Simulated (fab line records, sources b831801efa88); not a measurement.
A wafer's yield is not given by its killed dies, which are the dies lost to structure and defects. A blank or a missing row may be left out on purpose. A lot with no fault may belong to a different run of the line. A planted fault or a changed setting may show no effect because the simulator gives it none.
Which tool did it? || flow gf180mcu || 36 wafers from 12 lots sampled at 2 of the route's 602 steps

== WHAT EACH GAUGE READ, for each wafer ==
GF_V2_RS_MEAS_24: uses a four-point probe to measure.
{"lot": "L075", "measured": "day 21 07:24", "on": "film metro-04", "V2_W_RS (ohm/sq)": "0.329 0.325 0.324"}
{"lot": "L077", "measured": "day 21 13:33", "on": "film metro-02", "V2_W_RS (ohm/sq)": "0.331 0.328 0.326"}
{"lot": "L079", "measured": "day 22 16:34", "on": "film metro-02", "V2_W_RS (ohm/sq)": "0.330 0.321 0.326"}
{"lot": "L080", "measured": "day 23 04:32", "on": "film metro-01", "V2_W_RS (ohm/sq)": "0.331 0.330 0.330"}
{"lot": "L083", "measured": "day 23 20:10", "on": "film metro-01", "V2_W_RS (ohm/sq)": "0.329 0.330 0.330"}
{"lot": "L085", "measured": "day 24 07:38", "on": "film metro-04", "V2_W_RS (ohm/sq)": "0.326 0.321 0.327"}
{"lot": "L087", "measured": "day 24 21:45", "on": "film metro-01", "V2_W_RS (ohm/sq)": "0.331 0.330 0.332"}
{"lot": "L089", "measured": "day 25 13:39", "on": "film metro-01", "V2_W_RS (ohm/sq)": "0.327 0.325 0.316"}
{"lot": "L091", "measured": "day 26 07:32", "on": "film metro-02", "V2_W_RS (ohm/sq)": "0.318 0.322 0.317"}
{"lot": "L093", "measured": "day 26 15:30", "on": "film metro-02", "V2_W_RS (ohm/sq)": "0.333 0.330 0.328"}
{"lot": "L095", "measured": "day 27 10:32", "on": "film metro-02", "V2_W_RS (ohm/sq)": "0.325 0.322 0.334"}
{"lot": "L097", "measured": "day 27 17:50", "on": "film metro-04", "V2_W_RS (ohm/sq)": "0.324 0.317 0.320"}

== WHICH TOOL RAN EACH LOT (tool, then ch and the chambers of the sampled wafers, then the start) ==
{"lot": "L075", "GF_V2_SPUTTER_22": "pvd sputter-03, day 21 07:13"}
{"lot": "L077", "GF_V2_SPUTTER_22": "pvd sputter-04, day 21 13:23"}
{"lot": "L079", "GF_V2_SPUTTER_22": "pvd sputter-02, day 22 16:25"}
{"lot": "L080", "GF_V2_SPUTTER_22": "pvd sputter-04, day 23 04:21"}
{"lot": "L083", "GF_V2_SPUTTER_22": "pvd sputter-03, day 23 20:00"}
{"lot": "L085", "GF_V2_SPUTTER_22": "pvd sputter-04, day 24 07:27"}
{"lot": "L087", "GF_V2_SPUTTER_22": "pvd sputter-04, day 24 21:34"}
{"lot": "L089", "GF_V2_SPUTTER_22": "pvd sputter-02, day 25 13:30"}
{"lot": "L091", "GF_V2_SPUTTER_22": "pvd sputter-03, day 26 07:23"}
{"lot": "L093", "GF_V2_SPUTTER_22": "pvd sputter-02, day 26 15:21"}
{"lot": "L095", "GF_V2_SPUTTER_22": "pvd sputter-04, day 27 10:23"}
{"lot": "L097", "GF_V2_SPUTTER_22": "pvd sputter-04, day 27 17:39"}
- GF_V2_SPUTTER_22: material TiN, target thk 10 nm, time 40 s.

== THE ANSWER, worked out from the rows above alone ==
Rule: the usual values come from the lots themselves. The widest of any qualifying gaps counts: lots, ordered by their means at a reading, are off when they make up no more than a third of the lots, leave a main group of 4 or more, and stand apart from it by 3 or more times the standard deviation of that group's means. A main group is skipped when, at the precision printed for the reading in the tables above, its means are all equal. Also off: a lot with no number at a reading for which 4 or more lots have one. Where the step has rows for the other lots, those lots are counted as sound.
None of the lots is off at any reading shown; this tells nothing.

== WHAT THE SIMULATOR PUT IN ==
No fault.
